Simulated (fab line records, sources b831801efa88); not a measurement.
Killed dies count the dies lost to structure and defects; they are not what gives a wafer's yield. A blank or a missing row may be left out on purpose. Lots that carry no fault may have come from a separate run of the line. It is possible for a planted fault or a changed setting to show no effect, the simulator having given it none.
The same fault as seen by 2 desks | flow sky130 | each desk has only its own numbers; what lay behind them comes last

## AT THE METROLOGY DESK
Lot by lot, what the gauges showed, no matter which tool ran the lot: averages of those sampled wafers that carry a number. Any lot whose mean is over 4 standard deviations away from the usual mean is out of limits and marked OUT; that distance is given in the brackets.
Columns: A = METAL5_ALCU_THK at SKY_METAL5_THK_MEAS_06, usual 1167 nm
lot  | first seen here | A
L804 | day 43 03:29    | 1178
L805 | day 43 08:08    | 1194
L806 | day 43 11:19    | 1152
L810 | day 44 21:35    | 1165
L809 | day 44 23:31    | 1184
L815 | day 46 15:52    | 1179
L816 | day 46 17:58    | 1158
L818 | day 46 20:49    | 1168
L819 | day 47 00:07    | 1168
L821 | day 48 01:28    | 1182
L823 | day 48 06:31    | 1163
Finding of this desk: none of the 11 lots has anything out of limits.

## FOR THE TOOL OWNER'S DESK: litho-track-02
The tool's own readings at SKY_PAD_OPEN_COAT_02 (resist thk 3000 nm): means of the sampled wafers that have a number, for each lot that ran on this tool. Any lot whose mean is over 4 standard deviations away from the usual mean is out of limits and marked OUT; that distance is given in the brackets.
Columns: A = spin-speed-rpm at SKY_PAD_OPEN_COAT_02, usual 1999.9 rpm
lot  | first seen here | A
L804 | day 45 11:39    | 1999.9
L805 | day 45 16:42    | 2001.0
L806 | day 45 18:36    | 2000.3
L810 | day 47 01:56    | 2087.1 (+73) OUT
L809 | day 47 02:56    | 2086.2 (+72) OUT
This desk's verdict: out of limits on L809, L810, starting with L810 at day 47 01:56 (spin-speed-rpm at SKY_PAD_OPEN_COAT_02). L804, L805, L806: within limits.

## PUT TOGETHER
An alarm could have come from the tool owner's desk at day 47 01:56, on L809, L810.
Metrology desk: nothing out of limits seen.
The metrology desk holds a record of L809, L810, inside its limits.
All the named lots went through SKY_PAD_OPEN_COAT_02 on litho-track-02.

## WHAT THE SIMULATOR HAD INSERTED
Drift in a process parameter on litho-track-02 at SKY_PAD_OPEN_COAT_02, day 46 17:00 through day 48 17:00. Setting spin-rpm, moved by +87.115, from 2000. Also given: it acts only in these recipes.
Lots struck among those shown: L809, L810.
Hours from the fault's start to each desk's first reading out of limits: the tool owner's desk, 9.
